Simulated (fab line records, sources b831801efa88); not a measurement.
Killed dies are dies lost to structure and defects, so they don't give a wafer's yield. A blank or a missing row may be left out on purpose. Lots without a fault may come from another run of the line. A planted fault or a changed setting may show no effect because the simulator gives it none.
Problem report in the 8D (eight disciplines) form, filled by code | flow sky130 | the parts of the form that need people (team, actions taken, sign-off) are left out

1. THE PROBLEM
VIA2_HDPCVD_THK at SKY_VIA2_THK_MEAS_01 reads a mean of 1134 nm on 1 wafer of 1 lot; wafers without a fault read 1178 nm with a standard deviation of 10. That is -4.4 standard deviations from the usual mean.
First seen on wafer L403.4, day 39 17:00, on film_metro-04. The record holds 33 wafers of 11 lots with a number at this step. Rule for "out", or "out of limits": more than 4 standard deviations from the usual mean. The other wafers with a number count as sound.

2. WHAT IT IS AND WHAT IT IS NOT
question                    | is                | is not
which readings at this step | VIA2_HDPCVD_THK   | -
which lots                  | L403              | L391, L392, L393, L394, L395, L396, L405, L407, L409, L412
which wafers of those lots  | L403.4            | L403.3, L403.5
read on which gauges        | film_metro-04     | film_metro-01, film_metro-02
when                        | from day 39 17:00 | up to then (20 sound wafers); but 12 sound wafers of L405, L407, L409, L412 came after

3. SUSPECTS, AND WHAT RULES EACH OUT
Counting: a tool at a process step up to the reading stays a suspect if it ran every lot that is out. Sound lots after the first of them don't rule it out here, since some wafers of a struck lot are sound.
- the gauge at SKY_VIA2_THK_MEAS_01: ruled out. All the wafers that are out were read on film_metro-04, but those of them that SKY_VIA2_HDPCVD_00 has rows for are out there too, on other tools.
- cvd_w-02 at SKY_VIA1_CVD_21 (deposits W, target thk 270 nm, time 80.902 s): kept. It ran the lot that is out, L403 (day 38 14:18); its last sound lot up to then is L396 (day 35 06:13).
- pvd_sputter-03 at SKY_METAL2_SPUTTER_01 (material TiN, target thk 20 nm, time 16.7 s): kept. It ran the lot that is out, L403 (day 38 14:52); its last sound lot up to then is L395 (day 34 22:57).
- hdpcvd-01 at SKY_VIA2_HDPCVD_00 (deposits SiO2, target thk 1180 nm, time 196.7 s): kept. It ran the lot that is out, L403 (day 39 16:52); its last sound lot up to then is L396 (day 36 10:44). Its own readings are out on those wafers: run_length_s.
- Within hdpcvd-01 at SKY_VIA2_HDPCVD_00: the wafers that are out ran in chamber 1; their sound lot-mates ran in chamber 0.
Left after counting: cvd_w-02 at SKY_VIA1_CVD_21, pvd_sputter-03 at SKY_METAL2_SPUTTER_01, hdpcvd-01 at SKY_VIA2_HDPCVD_00.

4. THE CAUSE (what the simulator had put in)
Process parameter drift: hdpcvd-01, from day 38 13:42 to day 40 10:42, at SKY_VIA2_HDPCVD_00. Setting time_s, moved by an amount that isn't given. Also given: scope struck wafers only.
Counting left 3 suspects, and this tool is among them.

5. THE CHAIN OF EFFECTS, in route order
Each row: a reading whose mean over the struck wafers that have a number lies more than 3 standard deviations from the usual. Only readings for which the record gives a usual standard deviation are gone through. hours: the time from each lot's start at the first step in this table that gives one to its start at this step, as a median over the lots. sigmas: the change in usual standard deviations.
hours | step                 | reading         | usual   | on struck wafers | change | sigmas
0     | SKY_VIA2_HDPCVD_00   | run_length_s    | 224.4 s | 217.6            | -6.8   | -11
0     | SKY_VIA2_THK_MEAS_01 | VIA2_HDPCVD_THK | 1178 nm | 1134             | -44    | -4.4
The process steps in it:
- SKY_VIA2_HDPCVD_00: deposits SiO2, target thk 1180 nm, time 196.7 s.

6. WHAT WOULD HAVE CAUGHT IT SOONER
In this record the first reading out of limits at a measuring or inspecting step was taken at day 39 17:00, 27 hours after the fault began at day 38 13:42.
The tool's own readings at SKY_VIA2_HDPCVD_00 were out on every struck wafer that the step has a row for (run_length_s): an alarm limit on them would have fired on the first of those.
All the lots that are out (1) had begun SKY_VIA2_HDPCVD_00 on hdpcvd-01 by day 39 17:00. A hold on the tool at that time would have spared none of them.
